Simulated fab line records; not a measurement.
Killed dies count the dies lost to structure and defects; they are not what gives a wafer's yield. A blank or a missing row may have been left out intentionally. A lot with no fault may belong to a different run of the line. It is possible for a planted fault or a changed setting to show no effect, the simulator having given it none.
A lot that was struck, set against a sound lot | flow sky130 | 34 out of 708 route steps
Sound: the wafers L448.4, L448.5, L448.6. Struck: wafer L459.6. (L459.3, L459.5 of the same lot were not struck and are left out.) The cause comes at the end.
Order at every step that has rows: each side's tool, ch and its chambers, its first start. Under that, the readings that differ: sound wafers | struck wafers | difference of the means | sigmas: that difference in standard deviations of wafers without a fault.
alike: words and numbers the same on both sides, and readings whose means are apart by under 2 such deviations; not compared: readings that were withheld, readings missing a value for some wafer, numbers with overlapping values and no deviation given by the record, and bounds like >300 which may hide the same value.
Wherever a step has rows on one side only, a row that says differs or no value, or a row with sigmas, the two part there. Numbers that have no deviation but don't overlap get no sigmas and don't part them. Lack of a reading on every wafer of one side parts them only where that side has two or more wafers.

first, 4 steps without rows for these wafers: SKY_METAL5_SOFTBAKE_10 (time 60 s); SKY_METAL5_EXPOSE_11 (exposes mask MM5, target cd 1600 nm); SKY_METAL5_PEB_12; SKY_METAL5_DEVELOP_13 (develop time 60 s).
SKY_METAL5_DESCUM_14: chemistry O2, time 11 s.
  sound on rieMetal-01 ch 0,1, day 42 06:52; struck on rieMetal-02 ch 1, day 44 08:36
reading             | sound             | struck | difference | sigmas
oesProductAu (a.u.) | 0.981 0.976 0.989 | 1.002  | +0.020     | +2
rfFwdPowerW (W)     | 146.2 146.0 146.9 | 148.0  | +1.6       | +2
  alike: drypumpMotorCurrentA
  not compared: rfHoursCounterH
then, 1 step without rows for these wafers: SKY_METAL5_METAL_ETCH_15 (etches the open film in Cl2/BCl3, stops on SiO2, target depth 1260 nm, time 252 s).
SKY_METAL5_STRIP_16: strips in O2/N2.
  sound on plasmaAsher-01 ch 0,1, day 42 07:10; struck on plasmaAsher-02 ch 0, day 44 08:53
reading                  | sound             | struck | difference | sigmas
stripTimeToEndpointS (s) | 13.25 13.33 13.24 | 12.89  | -0.38      | -3
  alike: drypumpMotorCurrentA, oesProductAu
  not compared: rfHoursCounterH
then, 3 steps without rows for these wafers: SKY_METAL5_STRIP_17 (strips in post etch residue remover, time 1200 s); SKY_METAL5_CLEAN_18 (cleans in IPA, time 180 s); SKY_METAL5_CLEAN_19 (cleans in O3/DIW).
SKY_PASSIVATION_CVD_00: deposits SiO2, target thk 90 nm.
  sound on pecvd-02 ch 0,2, day 42 07:47; struck on pecvd-04 ch 1, day 44 09:29
  alike: heaterPowerW, rfFwdPowerW
SKY_PASSIVATION_THK_MEAS_01:
  struck on filmMetro-04, day 44 09:32; sound on filmMetro-01, day 42 07:50
  alike: PASSIVATION_CVD_00_THK
SKY_PASSIVATION_CVD_02: deposits Si3N4, target thk 540 nm.
  sound on pecvd-03 ch 0,1,2, day 42 07:58; struck on pecvd-03 ch 2, day 44 09:34
reading                                      | sound             | struck | difference | sigmas
model.Si3N4_of_PASSIVATION_CVD_02.thkNm (nm) | 535.6 540.5 551.6 | 651.3  | +108.7     | 
  alike: heaterPowerW, rfFwdPowerW
SKY_PASSIVATION_THK_MEAS_03:
  struck on filmMetro-01, day 44 10:04; sound on filmMetro-04, day 42 08:07
reading                     | sound       | struck | difference | sigmas
PASSIVATION_CVD_02_THK (nm) | 535 541 551 | 652    | +110       | +15
  not compared: hold
then, 6 steps without rows for these wafers: SKY_PASSIVATION_HMDS_05 (prime time 60 s); SKY_PASSIVATION_COAT_06 (resist thk 3000 nm); SKY_PASSIVATION_SOFTBAKE_07; SKY_PASSIVATION_EXPOSE_08 (exposes mask NSM, target cd 3000 nm); SKY_PASSIVATION_PEB_09; SKY_PASSIVATION_DEVELOP_10 (develop time 60 s).
SKY_PASSIVATION_ETCH_11: etches the open film in CF4/O2, stops on AlCu, target depth 725 nm, time 161.1 s.
  sound on rieDiel-04 ch 0,1,3, day 43 07:52; struck on rieDiel-01 ch 2, day 45 06:01
reading                               | sound             | struck | difference | sigmas
oesProductAu (a.u.)                   | 0.974 0.982 0.982 | 1.006  | +0.027     | +4
model.PASSIVATION.featureDepthNm (nm) | 699.8 706.9 715.9 | 741.7  | +34.2      | 
model.etch.depthNm (nm)               | 699.8 706.9 715.9 | 741.7  | +34.2      | 
  alike: O2_flow_sccm, drypumpMotorCurrentA, rfFwdPowerW, throttleValvePct
  not compared: rfHoursCounterH
then, 8 steps without rows for these wafers: SKY_PASSIVATION_STRIP_12 (strips in O2/N2); SKY_PAD_OPEN_DEHYDRATE_00 (time 60 s); SKY_PAD_OPEN_HMDS_01 (prime time 60 s); SKY_PAD_OPEN_COAT_02 (resist thk 3000 nm); SKY_PAD_OPEN_SOFTBAKE_03; SKY_PAD_OPEN_EXPOSE_04 (exposes mask PDM, target cd 60000 nm); SKY_PAD_OPEN_PEB_05; SKY_PAD_OPEN_DEVELOP_06 (develop time 60 s).
SKY_PAD_OPEN_ETCH_07: etches the open film in CF4/O2, stops on AlCu, target depth 725 nm, time 161.1 s.
  sound on rieDiel-02 ch 2,3, day 44 06:13; struck on rieDiel-03 ch 0, day 46 00:56
reading                  | sound       | struck | difference | sigmas
drypumpMotorCurrentA (A) | 6.5 6.7 6.5 | 4.8    | -1.8       | -2
  alike: O2_flow_sccm, oesProductAu, rfFwdPowerW, throttleValvePct
  not compared: rfHoursCounterH
SKY_PAD_OPEN_STRIP_08: strips in O2/N2.
  sound on plasmaAsher-01 ch 0,1, day 44 06:21; struck on plasmaAsher-01 ch 1, day 46 01:05
  alike: drypumpMotorCurrentA, oesProductAu, stripTimeToEndpointS
  not compared: rfHoursCounterH
SKY_PAD_OPEN_STRIP_09: strips in post etch residue remover, time 1200 s.
  sound on wetBench-02 ch 2, day 44 06:25; struck on wetBench-01 ch 3, day 46 01:09
reading                                      | sound             | struck | difference | sigmas
model.Si3N4_of_PASSIVATION_CVD_02.thkNm (nm) | 535.2 540.2 551.2 | 650.9  | +108.7     | 
then, 1 step without rows for these wafers: SKY_PAD_OPEN_CLEAN_10 (cleans in IPA, time 180 s).
SKY_PAD_OPEN_PROBE_99:
  struck on prober-02, day 46 03:31; sound on prober-02, day 44 09:16
reading          | sound    | struck | difference | sigmas
killedAtContacts | 30 24 23 | 13     | -13        | -2
killedOnRim      | 14 20 20 | 10     | -8         | -2
  alike: defectLimitedYield, killed_at_M0_to_M3, killed_at_M4_up, killedAtFrontEnd, killedAtOther, killedDies, killedOpen, killedShort, sort_bin_3_pad_short, sort_bin_5_function, sort_bin_6_memory, sortNPass, sortYieldPct

WHERE THEY PART
Earliest at SKY_METAL5_DESCUM_14; latest, in this record, at SKY_PAD_OPEN_PROBE_99.

WHY: the cause the simulator had injected
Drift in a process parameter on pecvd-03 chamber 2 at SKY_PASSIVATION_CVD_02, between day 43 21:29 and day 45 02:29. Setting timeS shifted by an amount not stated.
